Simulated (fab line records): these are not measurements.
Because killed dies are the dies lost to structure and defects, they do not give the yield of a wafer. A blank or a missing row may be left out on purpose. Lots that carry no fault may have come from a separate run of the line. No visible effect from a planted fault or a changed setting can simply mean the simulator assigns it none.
fab line records	flow sky130
record: lots: 12	wafers: 36	last-day: 50
route steps=708 shown CAP2M@606 METAL4@630 METAL5@661 PAD_OPEN@708
lots that met no fault: taken from a fault-free run of the same line
start-h: hours from the record's opening day to when the first of the lot's shown wafers began	wait-h: hours elapsed since this lot's preceding step	" identical to the entry in the row above	L1.1+2: one row covering several wafers at once	- no value, or no start given	* or withheld: withheld	< > ~ a bound
route shown NAME@n: names a module that has steps shown in the file, with the first one's number in the route	usual: mean/standard deviation of fault-free wafers	same: alike in all rows	chamber/n: place in a boat	sites: per-site readings	_std_site: how widely they spread, as a standard deviation	_edge_site: inner sites' mean taken away from outer sites' mean	radius-mm: for every site, how far away it sits from the centre of the wafer	mask NAME#n: copy n	behind: the last tool/chamber to shape the wafer	hold: why the lot went on hold/how many hours it stayed there/how the hold came to an end	device: which transistor (n, p or np) failed to switch	end of line: at the end of the route, the tests of the same wafers	for a step that has no rows: nothing shown but its recipe	killed: dies that structure and defects cost at the first sort, which is not the same as the wafer's yield	map: shows each die of a wafer: x if killed, . if not, _ if none is there
set.NAME: the setting the step ran with; set.NAME@STEP: the setting that earlier step ran with	model.NAME: the simulator's own value behind a step, which no gauge read
steps of the route over a sample of lots; a table a step, a row a wafer
services: from which hour (start-h, from the record's first day; less than 0 if before it) a tool's chamber was out of use, for how many hours, and why
== steps ==
step: SKY_CAP2M_RS_MEAS_03
recipe: thk-meas-gauge: four-point-probe	reads: TiN_of_CAP2M_SPUTTER_02
usual: CAP2M_TIN_RS: 6.91/0.075
lot.wafer	tool	chamber	start-h	wait-h	CAP2M_TIN_RS[ohm/sq]
L796.2	film-metro-01	-	933.40	0.1	6.92
L796.5	"	-	"	"	7.05
L796.6	"	-	"	"	6.95
L798.2	film-metro-01	-	949.61	0.1	6.96
L798.4	"	-	"	"	6.93
L798.6	"	-	"	"	6.93
L801.1	film-metro-01	-	977.98	0.1	7.01
L801.5	"	-	"	"	6.89
L801.6	"	-	"	"	6.85
L805.1	film-metro-01	-	996.02	0.1	6.74
L805.2	"	-	"	"	6.77
L805.5	"	-	"	"	6.86
L806.1	film-metro-01	-	1009.31	0.1	6.89
L806.3	"	-	"	"	7.03
L806.5	"	-	"	"	6.92
L808.1	film-metro-02	-	1022.67	0.1	6.89
L808.4	"	-	"	"	6.97
L808.6	"	-	"	"	7.01
L812.1	film-metro-02	-	1045.03	0.1	6.85
L812.3	"	-	"	"	6.89
L812.5	"	-	"	"	6.89
L813.4	film-metro-01	-	1051.62	0.1	6.78
L813.5	"	-	"	"	6.77
L813.6	"	-	"	"	6.75
L814.3	film-metro-01	-	1065.01	0.1	6.85
L814.5	"	-	"	"	6.92
L814.6	"	-	"	"	7.02
L816.2	film-metro-04	-	1079.99	0.1	6.84
L816.4	"	-	"	"	6.96
L816.5	"	-	"	"	6.81
L817.1	film-metro-01	-	1081.35	0.1	7.05
L817.2	"	-	"	"	6.97
L817.5	"	-	"	"	7.01
L818.3	film-metro-01	-	1082.11	0.1	6.97
L818.5	"	-	"	"	6.93
L818.6	"	-	"	"	6.90
step: SKY_METAL4_OVL_MEAS_14
usual: METAL4_OVL: -3/5.4
lot.wafer	tool	chamber	start-h	wait-h	METAL4_OVL[nm]
L796.2	overlay-02	-	981.51	0.1	-9
L796.5	"	-	"	"	-8
L796.6	"	-	"	"	-10
L798.2	overlay-02	-	996.81	0.1	5
L798.4	"	-	"	"	0
L798.6	"	-	"	"	6
L801.1	overlay-01	-	1024.56	0.1	-5
L801.5	"	-	"	"	-9
L801.6	"	-	"	"	-9
L805.1	overlay-02	-	1042.51	0.1	-7
L805.2	"	-	"	"	-4
L805.5	"	-	"	"	-4
L806.1	overlay-01	-	1054.61	0.1	-8
L806.3	"	-	"	"	-11
L806.5	"	-	"	"	-9
L808.1	overlay-02	-	1067.31	0.1	-6
L808.4	"	-	"	"	-5
L808.6	"	-	"	"	2
L812.1	overlay-01	-	1088.26	0.1	-4
L812.3	"	-	"	"	-3
L812.5	"	-	"	"	-9
L813.4	overlay-02	-	1093.17	0.1	6
L813.5	"	-	"	"	1
L813.6	"	-	"	"	2
L814.3	overlay-01	-	1106.12	0.1	-6
L814.5	"	-	"	"	1
L814.6	"	-	"	"	-6
L816.2	overlay-01	-	1120.43	0.1	-6
L816.4	"	-	"	"	-6
L816.5	"	-	"	"	-8
L817.1	overlay-02	-	1122.21	0.1	4
L817.2	"	-	"	"	6
L817.5	"	-	"	"	-5
L818.3	overlay-01	-	1122.89	0.1	-2
L818.5	"	-	"	"	-8
L818.6	"	-	"	"	-3
step: SKY_METAL5_SPUTTER_00
recipe: material: Ti	target-thk-nm: 15	power-w: 3000	time-s: 10	chamber-pressure-pa: 0.4
usual: cathode-dc-power-W: 3000.0/0.57	chamber-pressure-pa: 0.3998/0.00083	throttle-valve-pct: 29.7/0.96
lot.wafer	tool	chamber	start-h	wait-h	cathode-dc-power-W	chamber-pressure-pa	throttle-valve-pct
L796.2	pvd-sputter-03	-	1007.16	0.1	3000.2	0.4006	29.2
L796.5	"	-	"	"	2999.9	0.3994	30.7
L796.6	"	-	"	"	3000.1	0.3993	28.1
L798.2	pvd-sputter-03	-	1022.53	0.2	2999.9	0.3999	28.9
L798.4	"	-	"	"	2999.2	0.3995	28.2
L798.6	"	-	"	"	3000.0	0.3982	30.8
L801.1	pvd-sputter-01	-	1049.44	0.1	2999.9	0.3995	30.2
L801.5	"	-	"	"	3000.4	0.3985	30.0
L801.6	"	-	"	"	2999.5	0.4009	29.8
L805.1	pvd-sputter-04	-	1067.67	0.2	3000.0	0.3993	29.3
L805.2	"	-	"	"	3000.0	0.3984	30.2
L805.5	"	-	"	"	2999.6	0.4000	31.0
L806.1	pvd-sputter-01	-	1078.80	0.1	3000.4	0.3997	29.6
L806.3	"	-	"	"	3000.2	0.3992	29.7
L806.5	"	-	"	"	2999.1	0.4016	30.1
L808.1	pvd-sputter-04	-	1090.54	0.2	3000.2	0.4005	29.5
L808.4	"	-	"	"	3000.6	0.3998	30.4
L808.6	"	-	"	"	3000.1	0.3993	30.0
L812.1	pvd-sputter-04	-	1111.23	0.1	-	-	-
L812.3	"	-	"	"	-	-	-
L812.5	"	-	"	"	-	-	-
L813.4	pvd-sputter-03	-	1115.93	0.2	-	-	-
L813.5	"	-	"	"	-	-	-
L813.6	"	-	"	"	-	-	-
L814.3	pvd-sputter-03	-	1129.98	0.2	-	-	-
L814.5	"	-	"	"	-	-	-
L814.6	"	-	"	"	-	-	-
L816.2	pvd-sputter-04	-	1142.16	0.1	3001.1	0.3994	31.1
L816.4	"	-	"	"	3000.7	0.4015	29.9
L816.5	"	-	"	"	2999.7	0.3994	29.2
L817.1	pvd-sputter-03	-	1143.19	0.2	2999.0	0.4001	30.7
L817.2	"	-	"	"	2999.6	0.4004	29.1
L817.5	"	-	"	"	2999.5	0.3993	30.8
L818.3	pvd-sputter-03	-	1145.05	0.2	2999.9	0.3992	29.0
L818.5	"	-	"	"	2999.9	0.3985	29.0
L818.6	"	-	"	"	2999.6	0.3990	28.2
step: SKY_METAL5_SPUTTER_04
recipe: material: TiN	target-thk-nm: 70	power-w: 6500	time-s: 58.3	chamber-pressure-pa: 0.4
usual: cathode-dc-power-W: 6500.0/1.1	chamber-pressure-pa: 0.3999/0.00084	throttle-valve-pct: 29.7/0.96
lot.wafer	tool	chamber	start-h	wait-h	cathode-dc-power-W	chamber-pressure-pa	throttle-valve-pct
L796.2	pvd-sputter-03	-	1007.28	0.0	6501.0	0.3996	29.1
L796.5	"	-	"	"	6500.7	0.4004	30.8
L796.6	"	-	"	"	6500.5	0.4005	28.5
L798.2	pvd-sputter-03	-	1022.64	0.0	6500.3	0.3996	28.9
L798.4	"	-	"	"	6499.7	0.3987	28.0
L798.6	"	-	"	"	6501.1	0.3988	30.9
L801.1	pvd-sputter-01	-	1049.56	0.0	6498.8	0.4008	30.4
L801.5	"	-	"	"	6499.7	0.3997	29.8
L801.6	"	-	"	"	6499.3	0.3988	30.0
L805.1	pvd-sputter-04	-	1067.79	0.0	6500.0	0.3996	29.2
L805.2	"	-	"	"	6500.7	0.4017	30.2
L805.5	"	-	"	"	6499.3	0.4005	30.9
L806.1	pvd-sputter-01	-	1078.92	0.0	6500.4	0.4002	29.8
L806.3	"	-	"	"	6501.0	0.4004	29.6
L806.5	"	-	"	"	6500.1	0.4007	29.9
L808.1	pvd-sputter-04	-	1090.66	0.0	6499.0	0.4007	29.5
L808.4	"	-	"	"	6499.9	0.4007	30.0
L808.6	"	-	"	"	6500.5	0.3997	30.3
L812.1	pvd-sputter-04	-	1111.35	0.0	6499.1	0.4008	31.1
L812.3	"	-	"	"	6499.7	0.4006	30.5
L812.5	"	-	"	"	6500.3	0.3991	29.9
L813.4	pvd-sputter-03	-	1116.05	0.0	6501.6	0.3999	29.1
L813.5	"	-	"	"	6498.8	0.3998	28.0
L813.6	"	-	"	"	6499.4	0.4009	28.9
L814.3	pvd-sputter-03	-	1130.10	0.0	6500.0	0.3986	28.4
L814.5	"	-	"	"	6499.2	0.3991	30.6
L814.6	"	-	"	"	6498.5	0.3996	28.3
L816.2	pvd-sputter-04	-	1142.28	0.0	6500.1	0.4018	31.1
L816.4	"	-	"	"	6499.7	0.3995	30.3
L816.5	"	-	"	"	6501.6	0.3988	29.2
L817.1	pvd-sputter-03	-	1143.31	0.0	6498.5	0.4006	30.6
L817.2	"	-	"	"	6499.7	0.3986	29.1
L817.5	"	-	"	"	6502.2	0.4017	30.6
L818.3	pvd-sputter-03	-	1145.16	0.0	6500.3	0.4005	28.9
L818.5	"	-	"	"	6497.9	0.4018	28.9
L818.6	"	-	"	"	6499.2	0.3996	28.4
step: SKY_PAD_OPEN_PROBE_99
usual: defect-limited-yield: 82.9/2	killed_at_M0_to_M3: 42/7.4	killed_at_M4_up: 3.3/2.1	killed-at-contacts: 24/5.3	killed-at-front-end: 15/4.5	killed-at-other: 0.3/0.57	killed-dies: 84/10	killed-open: 46/7.5	killed-short: 38/6.4	sort_bin_3_pad_short: 0.9/0.44	sort_bin_5_function: 10.2/1.5	sort_bin_6_memory: 6.0/1.1	sort-n-pass: 408/10	sort-yield-pct: 82.9/2
same: gross-dies: 492	killed-at-back-side: 0	sort_bin_4_leakage[%]: 0	sort_bin_8_speed[%]: 0
lot.wafer	tool	chamber	start-h	wait-h	defect-limited-yield[%]	killed_at_M0_to_M3	killed_at_M4_up	killed-at-contacts	killed-at-front-end	killed-at-other	killed-dies	killed-open	killed-short	sort_bin_3_pad_short[%]	sort_bin_5_function[%]	sort_bin_6_memory[%]	sort-n-pass	sort-yield-pct[%]
L796.2	prober-01	-	1075.64	0.1	83.7	39	1	28	12	0	80	49	31	0.6	11.6	4.1	412	83.7
L796.5	prober-01	-	1075.79	0.2	78.0	50	9	30	19	0	108	59	48	0.8	12.2	8.9	384	78.0
L796.6	prober-01	-	1075.84	0.2	82.7	43	3	25	14	0	85	53	32	1.0	9.6	6.7	407	82.7
L798.2	prober-01	-	1091.30	0.1	81.7	45	0	26	18	1	90	48	42	2.0	9.1	7.1	402	81.7
L798.4	prober-01	-	1091.40	0.2	82.5	46	5	20	15	0	86	44	40	0.6	10.6	6.3	406	82.5
L798.6	prober-01	-	1091.50	0.2	80.7	55	5	20	15	0	95	59	36	0.8	10.8	7.7	397	80.7
L801.1	prober-02	-	1115.03	0.1	87.0	27	1	22	14	0	64	43	21	0	7.9	5.1	428	87.0
L801.5	prober-02	-	1115.23	0.2	84.3	36	1	19	21	0	77	39	36	1.0	10.0	4.7	415	84.3
L801.6	prober-02	-	1115.28	0.2	82.1	46	2	21	19	0	88	58	30	0.8	10.8	6.3	404	82.1
L805.1	prober-02	-	1131.47	0.1	83.3	33	6	29	14	0	82	42	40	0.4	11.2	5.1	410	83.3
L805.2	prober-02	-	1131.52	0.1	83.3	39	3	32	7	1	82	43	39	1.2	8.5	6.9	410	83.3
L805.5	prober-02	-	1131.67	0.2	84.3	33	3	27	14	0	77	47	30	0.6	8.3	6.7	415	84.3
L806.1	prober-01	-	1142.41	0.1	79.7	49	4	33	14	0	100	50	50	0.8	12.8	6.7	392	79.7
L806.3	prober-01	-	1142.51	0.2	86.2	41	1	14	11	1	68	42	26	1.0	7.3	5.5	424	86.2
L806.5	prober-01	-	1142.61	0.2	83.5	35	2	22	22	0	81	43	38	0.4	8.9	7.1	411	83.5
L808.1	prober-02	-	1153.16	0.1	83.7	52	3	20	5	0	80	38	42	1.2	11.0	4.1	412	83.7
L808.4	prober-02	-	1153.31	0.2	82.5	42	8	16	20	0	86	49	37	1.2	10.4	5.9	406	82.5
L808.6	prober-02	-	1153.41	0.2	83.9	40	2	29	8	0	79	50	29	0.4	10.4	5.3	413	83.9
L812.1	prober-02	-	1170.27	0.1	83.5	38	0	33	10	0	81	48	33	0.2	10.6	5.7	411	83.5
L812.3	prober-02	-	1170.37	0.2	82.1	44	2	28	12	2	88	47	40	1.8	10.8	5.3	404	82.1
L812.5	prober-02	-	1170.47	0.2	81.9	48	6	24	11	0	89	42	46	1.2	10.2	6.7	403	81.9
L813.4	prober-01	-	1174.71	0.2	82.1	47	4	27	9	1	88	55	32	0.4	11.0	6.5	404	82.1
L813.5	prober-01	-	1174.76	0.2	85.6	37	2	16	13	3	71	34	35	0.2	8.1	6.1	421	85.6
L813.6	prober-01	-	1174.81	0.2	82.7	44	1	24	15	1	85	45	39	1.0	11.0	5.3	407	82.7
L814.3	prober-01	-	1185.76	0.2	81.9	50	1	23	15	0	89	49	40	1.8	9.1	7.1	403	81.9
L814.5	prober-01	-	1185.86	0.2	86.0	34	2	15	18	0	69	32	37	0.8	8.1	5.1	423	86.0
L814.6	prober-01	-	1185.91	0.2	84.8	37	3	18	17	0	75	43	32	1.0	8.5	5.7	417	84.8
L816.2	prober-02	-	1195.27	0.1	82.3	41	2	26	18	0	87	51	36	0.4	11.6	5.7	405	82.3
L816.4	prober-02	-	1195.37	0.2	82.9	32	3	35	14	0	84	51	33	0.6	11.6	4.9	408	82.9
L816.5	prober-02	-	1195.42	0.2	83.1	30	4	23	26	0	83	47	36	1.2	10.0	5.7	409	83.1
L817.1	prober-01	-	1196.08	0.1	84.3	38	1	22	16	0	77	47	30	1.8	10.6	3.3	415	84.3
L817.2	prober-01	-	1196.13	0.1	85.0	37	3	22	12	0	74	38	36	0.6	8.9	5.5	418	85.0
L817.5	prober-01	-	1196.28	0.2	79.5	43	3	39	15	1	101	55	46	1.4	10.8	8.3	391	79.5
L818.3	prober-02	-	1199.15	0.2	87.0	23	6	19	16	0	64	35	29	0.4	8.3	4.3	428	87.0
L818.5	prober-02	-	1199.25	0.2	81.9	45	6	23	15	0	89	44	45	1.0	10.8	6.3	403	81.9
L818.6	prober-02	-	1199.30	0.2	77.2	59	1	33	19	0	112	71	41	0.6	14.6	7.5	380	77.2
killed by level:class
L796.2 VIA1:geometric-particle:open=13 CONTACT:geometric-particle:open=11 LOCAL_INTERCONNECT:geometric-particle:short=6 VIA2:geometric-particle:open=6 METAL2:geometric-particle:short=5 FIELD_ISO:geometric-particle:open=4 VIA3:geometric-particle:open=4 FIELD_ISO:geometric-particle:short=3
L796.5 CONTACT:geometric-particle:open=11 VIA3:geometric-particle:open=11 LI_CONTACT:geometric-particle:open=10 METAL2:geometric-particle:short=9 VIA1:geometric-particle:open=6 VIA2:geometric-particle:open=6 VIA3:geometric-particle:short=6 LOCAL_INTERCONNECT:geometric-particle:short=5
L796.6 VIA1:geometric-particle:open=11 LI_CONTACT:geometric-particle:open=10 VIA3:geometric-particle:open=6 CONTACT:geometric-particle:open=6 FIELD_ISO:geometric-particle:open=5 METAL1:geometric-particle:short=5 METAL2:geometric-particle:short=5 LOCAL_INTERCONNECT:geometric-particle:short=4
L798.2 VIA2:geometric-particle:open=12 VIA1:geometric-particle:open=9 CONTACT:geometric-particle:open=9 CONTACT:geometric-particle:short=7 METAL2:geometric-particle:short=6 LOCAL_INTERCONNECT:geometric-particle:short=5 FIELD_ISO:geometric-particle:open=4 POLY_GATE:geometric-particle:short=4
L798.4 VIA1:geometric-particle:open=12 VIA2:geometric-particle:open=6 CONTACT:geometric-particle:open=5 LI_CONTACT:geometric-particle:short=4 LOCAL_INTERCONNECT:geometric-particle:short=4 METAL1:geometric-particle:open=4 CONTACT:geometric-particle:short=4 METAL1:geometric-particle:short=4
L798.6 VIA1:geometric-particle:open=15 VIA2:geometric-particle:open=10 CONTACT:geometric-particle:open=8 METAL2:geometric-particle:short=6 LI_CONTACT:geometric-particle:open=5 VIA1:geometric-particle:short=5 VIA3:geometric-particle:open=5 VIA3:geometric-particle:short=4
L801.1 VIA1:geometric-particle:open=8 CONTACT:geometric-particle:open=7 LI_CONTACT:geometric-particle:open=6 VIA2:geometric-particle:open=6 VIA3:geometric-particle:open=6 POLY_GATE:geometric-particle:short=5 POLY_GATE:geometric-particle:open=4 FIELD_ISO:geometric-particle:short=3
L801.5 VIA2:geometric-particle:open=9 CONTACT:geometric-particle:open=9 VIA1:geometric-particle:open=8 FIELD_ISO:geometric-particle:short=5 POLY_GATE:geometric-particle:short=5 METAL3:geometric-particle:short=5 FIELD_ISO:geometric-particle:open=4 METAL2:geometric-particle:short=4
L801.6 VIA1:geometric-particle:open=14 VIA3:geometric-particle:open=9 FIELD_ISO:geometric-particle:open=8 LI_CONTACT:geometric-particle:open=7 CONTACT:geometric-particle:open=7 VIA3:geometric-particle:short=6 CONTACT:geometric-particle:short=5 METAL1:geometric-particle:short=4
L805.1 VIA1:geometric-particle:open=11 LI_CONTACT:geometric-particle:open=9 CONTACT:geometric-particle:open=9 FIELD_ISO:geometric-particle:short=6 VIA1:geometric-particle:short=6 METAL4:geometric-particle:short=5 CONTACT:geometric-particle:short=4 METAL2:geometric-particle:short=4
L805.2 CONTACT:geometric-particle:open=14 VIA1:geometric-particle:open=10 VIA1:geometric-particle:short=7 CONTACT:geometric-particle:short=6 VIA3:geometric-particle:open=6 LOCAL_INTERCONNECT:geometric-particle:short=5 LI_CONTACT:geometric-particle:open=4 METAL2:geometric-particle:short=4
L805.5 CONTACT:geometric-particle:open=13 LI_CONTACT:geometric-particle:open=6 VIA2:geometric-particle:open=5 VIA1:geometric-particle:open=5 FIELD_ISO:geometric-particle:open=4 METAL2:geometric-particle:open=4 METAL2:geometric-particle:short=4 POLY_GATE:geometric-particle:short=3
L806.1 LI_CONTACT:geometric-particle:open=11 CONTACT:geometric-particle:open=8 VIA1:geometric-particle:open=8 VIA2:geometric-particle:short=7 METAL1:geometric-particle:short=6 METAL2:geometric-particle:short=6 VIA2:geometric-particle:open=6 VIA1:geometric-particle:short=5
L806.3 VIA1:geometric-particle:open=12 VIA3:geometric-particle:open=8 CONTACT:geometric-particle:open=6 LI_CONTACT:geometric-particle:open=5 VIA2:geometric-particle:open=5 FIELD_ISO:geometric-particle:short=4 METAL2:geometric-particle:short=4 METAL1:geometric-particle:short=3
L806.5 VIA1:geometric-particle:open=8 FIELD_ISO:geometric-particle:open=7 LI_CONTACT:geometric-particle:open=7 CONTACT:geometric-particle:open=7 METAL2:geometric-particle:short=6 VIA2:geometric-particle:open=5 POLY_GATE:geometric-particle:short=4 VIA1:geometric-particle:short=4
L808.1 VIA1:geometric-particle:open=10 VIA3:geometric-particle:open=9 VIA1:geometric-particle:short=8 METAL1:geometric-particle:short=7 LI_CONTACT:geometric-particle:open=6 METAL2:geometric-particle:short=5 LI_CONTACT:geometric-particle:short=4 CONTACT:geometric-particle:short=4
L808.4 VIA1:geometric-particle:open=11 VIA2:geometric-particle:open=7 POLY_GATE:geometric-particle:open=6 METAL4:geometric-particle:short=6 FIELD_ISO:geometric-particle:open=5 METAL1:geometric-particle:short=5 VIA3:geometric-particle:open=5 FIELD_ISO:geometric-particle:short=4
L808.6 CONTACT:geometric-particle:open=12 VIA1:geometric-particle:open=11 VIA2:geometric-particle:open=8 VIA3:geometric-particle:open=6 LOCAL_INTERCONNECT:geometric-particle:short=5 LI_CONTACT:geometric-particle:open=5 CONTACT:geometric-particle:short=5 METAL2:geometric-particle:short=4
L812.1 VIA1:geometric-particle:open=13 CONTACT:geometric-particle:open=12 LI_CONTACT:geometric-particle:open=6 LI_CONTACT:geometric-particle:short=6 METAL1:geometric-particle:short=5 VIA3:geometric-particle:open=5 FIELD_ISO:geometric-particle:short=4 LOCAL_INTERCONNECT:geometric-particle:open=4
L812.3 VIA1:geometric-particle:open=10 CONTACT:geometric-particle:open=8 VIA2:geometric-particle:open=8 LOCAL_INTERCONNECT:geometric-particle:short=6 LI_CONTACT:geometric-particle:short=5 FIELD_ISO:geometric-particle:open=5 LI_CONTACT:geometric-particle:open=5 VIA1:geometric-particle:short=5
L812.5 VIA1:geometric-particle:open=9 METAL2:geometric-particle:short=9 CONTACT:geometric-particle:open=8 METAL1:geometric-particle:short=8 LI_CONTACT:geometric-particle:open=6 VIA1:geometric-particle:short=6 CONTACT:geometric-particle:short=5 VIA3:geometric-particle:open=5
L813.4 VIA1:geometric-particle:open=12 LI_CONTACT:geometric-particle:open=11 CONTACT:geometric-particle:open=10 VIA1:geometric-particle:short=10 VIA3:geometric-particle:open=9 CONTACT:geometric-particle:short=4 METAL1:geometric-particle:short=4 VIA2:geometric-particle:short=3
L813.5 CONTACT:geometric-particle:open=9 VIA1:geometric-particle:open=6 VIA1:geometric-particle:short=5 CONTACT:geometric-particle:short=5 VIA2:geometric-particle:open=5 METAL1:geometric-particle:short=4 METAL3:geometric-particle:short=4 FIELD_ISO:geometric-particle:short=3
L813.6 VIA1:geometric-particle:open=8 VIA3:geometric-particle:open=8 POLY_GATE:geometric-particle:short=7 METAL2:geometric-particle:short=7 VIA2:geometric-particle:open=7 CONTACT:geometric-particle:short=6 CONTACT:geometric-particle:open=6 LI_CONTACT:geometric-particle:open=4
L814.3 VIA1:geometric-particle:open=14 VIA2:geometric-particle:open=7 FIELD_ISO:geometric-particle:open=6 LI_CONTACT:geometric-particle:open=6 CONTACT:geometric-particle:open=6 METAL1:geometric-particle:short=6 VIA2:geometric-particle:short=6 METAL2:geometric-particle:short=5
L814.5 VIA1:geometric-particle:short=8 VIA1:geometric-particle:open=6 FIELD_ISO:geometric-particle:short=5 VIA3:geometric-particle:open=4 POLY_GATE:geometric-particle:short=4 CONTACT:geometric-particle:open=4 VIA2:geometric-particle:open=4 FIELD_ISO:geometric-particle:open=3
L814.6 VIA1:geometric-particle:open=12 CONTACT:geometric-particle:open=7 METAL3:geometric-particle:short=5 POLY_GATE:geometric-particle:open=5 VIA2:geometric-particle:open=5 LI_CONTACT:geometric-particle:open=4 METAL1:geometric-particle:short=4 VIA2:geometric-particle:short=4
L816.2 CONTACT:geometric-particle:open=12 VIA3:geometric-particle:open=8 VIA1:geometric-particle:open=8 VIA1:geometric-particle:short=7 FIELD_ISO:geometric-particle:short=5 LI_CONTACT:geometric-particle:open=5 VIA3:geometric-particle:short=5 FIELD_ISO:geometric-particle:open=4
L816.4 CONTACT:geometric-particle:open=16 VIA1:geometric-particle:open=7 LOCAL_INTERCONNECT:geometric-particle:short=6 CONTACT:geometric-particle:short=6 METAL2:geometric-particle:short=6 VIA2:geometric-particle:open=6 FIELD_ISO:geometric-particle:open=5 LI_CONTACT:geometric-particle:open=5
L816.5 FIELD_ISO:geometric-particle:open=10 CONTACT:geometric-particle:open=9 POLY_GATE:geometric-particle:short=7 CONTACT:geometric-particle:short=6 VIA2:geometric-particle:open=6 VIA3:geometric-particle:open=5 LI_CONTACT:geometric-particle:open=4 VIA1:geometric-particle:open=4
L817.1 VIA1:geometric-particle:open=16 CONTACT:geometric-particle:open=10 FIELD_ISO:geometric-particle:short=5 VIA2:geometric-particle:open=5 LI_CONTACT:geometric-particle:open=4 VIA3:geometric-particle:open=4 FIELD_ISO:geometric-particle:open=3 POLY_GATE:geometric-particle:short=3
L817.2 VIA1:geometric-particle:open=10 CONTACT:geometric-particle:open=7 FIELD_ISO:geometric-particle:short=6 METAL2:geometric-particle:short=6 CONTACT:geometric-particle:short=5 LI_CONTACT:geometric-particle:open=4 VIA3:geometric-particle:open=4 VIA2:geometric-particle:open=4
L817.5 CONTACT:geometric-particle:open=15 VIA1:geometric-particle:open=13 LI_CONTACT:geometric-particle:open=9 POLY_GATE:geometric-particle:short=7 VIA1:geometric-particle:short=7 METAL1:geometric-particle:short=6 LOCAL_INTERCONNECT:geometric-particle:short=5 CONTACT:geometric-particle:short=5
L818.3 VIA2:geometric-particle:open=8 CONTACT:geometric-particle:open=7 POLY_GATE:geometric-particle:short=5 LI_CONTACT:geometric-particle:open=5 FIELD_ISO:geometric-particle:open=4 CONTACT:geometric-particle:short=4 VIA1:geometric-particle:open=4 METAL4:geometric-particle:short=4
L818.5 CONTACT:geometric-particle:open=9 METAL1:geometric-particle:short=7 VIA1:geometric-particle:short=7 POLY_GATE:geometric-particle:short=6 LI_CONTACT:geometric-particle:open=6 VIA1:geometric-particle:open=6 VIA2:geometric-particle:open=6 FIELD_ISO:geometric-particle:short=5
L818.6 CONTACT:geometric-particle:open=14 VIA2:geometric-particle:open=13 LI_CONTACT:geometric-particle:open=10 VIA1:geometric-particle:open=10 VIA3:geometric-particle:open=10 VIA1:geometric-particle:short=6 POLY_GATE:geometric-particle:short=5 SONOS_ONO:geometric-particle:short=4
== services ==
tool	chamber	start-h	hours	kind
pvd-sputter-03	-	1057.93	12.8	repair
pvd-sputter-01	-	1059.73	1.0	repair
pvd-sputter-04	-	1092.30	6.6	repair
pvd-sputter-04	-	1136.99	2.6	repair
pvd-sputter-03	-	1137.50	3.9	repair
== key ==
first-sign: step: SKY_METAL5_SPUTTER_00	reading: tool-record	direction: missing
effect none on later readings
met-at SKY_METAL5_SPUTTER_00
struck-lots L812,L813,L814
not-acting-at SKY_CAP2M_RS_MEAS_03,SKY_METAL4_OVL_MEAS_14,SKY_METAL5_SPUTTER_04
onset-between 1090.54 1111.23
fault: kind: skipped-step-whole	tool: pvd-sputter-03,pvd-sputter-04	chamber: -	onset-h: 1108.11	steps: SKY_METAL5_SPUTTER_00	scope: struck-lots-only
